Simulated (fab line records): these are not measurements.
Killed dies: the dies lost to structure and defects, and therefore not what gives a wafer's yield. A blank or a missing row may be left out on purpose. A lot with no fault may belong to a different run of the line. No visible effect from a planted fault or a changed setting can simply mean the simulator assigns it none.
Which tool is to blame? ; flow sfq line ; 13 lots with 39 wafers sampled at 3 steps, on a route of 325 steps

## WHAT THE GAUGES SHOWED, per wafer
SFQ_M0_OVL_MEAS_906. Usual: M0_OVL gives -2 nm (standard deviation 4.7).
lot;measured;on;M0_OVL (nm);flag
L470;day 12 21:02;overlay-02;10 0 -3;
L471;day 13 10:14;overlay-01;-4 3 1;
L480;day 16 21:03;overlay-02;2 4 2;
L481;day 17 00:40;overlay-01;-4 -2 -2;
L482;day 17 05:27;overlay-02;-3 -2 1;
L484;day 17 15:03;overlay-02;0 -2 -4;
L485;day 18 00:47;overlay-02;-3 -8 -5;
L486;day 18 09:10;overlay-02;5 2 2;
L488;day 18 19:59;overlay-02;-12 -5 -5;
L489;day 19 04:31;overlay-01;6 5 6;
L491;day 19 15:44;overlay-01;-7 0 0;
L492;day 20 10:03;overlay-01;-5 -6 -9;
L493;day 20 16:03;overlay-01;-4 2 -5;

SFQ_C5_OVL_MEAS_937. Usual: C5_OVL gives 1 nm (standard deviation 5.5).
lot;measured;on;C5_OVL (nm);flag
L470;day 70 18:27;overlay-02;-2 4 3;
L471;day 71 22:49;overlay-01;2 2 2;
L480;day 79 14:43;overlay-01;6 4 7;
L481;day 79 19:32;overlay-01;-3 1 -5;
L482;day 79 20:51;overlay-01;-3 -4 -3;
L484;day 80 17:15;overlay-02;5 9 3;
L485;day 81 00:35;overlay-01;3 7 6;
L486;day 81 10:10;overlay-02;-1 -1 3;
L488;day 81 13:47;overlay-02;-4 -6 -6;
L489;day 81 14:59;overlay-01;5 1 2;
L491;day 82 18:39;overlay-02;3 2 -1;
L492;day 82 19:50;overlay-01;13 7 13;
L493;day 82 23:43;overlay-01;-6 4 -2;

SFQ_M6_OVL_MEAS_940. Usual: M6_OVL gives 1 nm (standard deviation 6).
lot;measured;on;M6_OVL (nm);flag
L470;day 75 15:52;overlay-01;6 3 -1;
L471;day 76 21:52;overlay-01;18 8 9;
L480;day 84 09:19;overlay-01;2 -1 -1;
L481;day 84 15:20;overlay-02;-11 -15 -11;
L482;day 84 16:31;overlay-01;3 4 0;
L484;day 85 13:55;overlay-02;-2 3 0;
L485;day 85 22:19;overlay-02;10 6 10;
L486;day 86 06:43;overlay-01;4 8 4;
L488;day 86 10:20;overlay-02;4 5 11;
L489;day 86 11:32;overlay-01;12 10 5;
L491;day 87 09:19;overlay-01;-10 -2 -8;
L492;day 87 10:31;overlay-01;-4 -4 -5;
L493;day 87 11:43;overlay-01;5 0 -2;

## WHICH TOOL RAN EACH LOT (tool, then ch and the chambers of the sampled wafers, then the start)
Before these readings, the record contains no process step.

## WHAT THE TOOLS THEMSELVES READ (means of the sampled wafers that have a number; where no wafer has one, the mark that the record gives instead)
The record holds no such reading with a usual standard deviation.

## THE ANSWER, worked out from the rows above alone
Rule: lot off if the mean of its wafers having a number is beyond 3 standard deviations from the usual mean. Also off: a lot with no number at a reading for which 4 or more lots have one. Where the step has rows for the other lots, those lots are counted as sound. The gauges are gone through in route order, then the tools' own readings, and for those a lot's mean is taken as printed above. The first step at which some lot is off is used, and at that step the reading that is off furthest; a lot without a number counts as furthest.
Across all readings shown, no lot is off: no conclusion can be drawn from this.

## WHAT THE SIMULATOR HAD PUT IN
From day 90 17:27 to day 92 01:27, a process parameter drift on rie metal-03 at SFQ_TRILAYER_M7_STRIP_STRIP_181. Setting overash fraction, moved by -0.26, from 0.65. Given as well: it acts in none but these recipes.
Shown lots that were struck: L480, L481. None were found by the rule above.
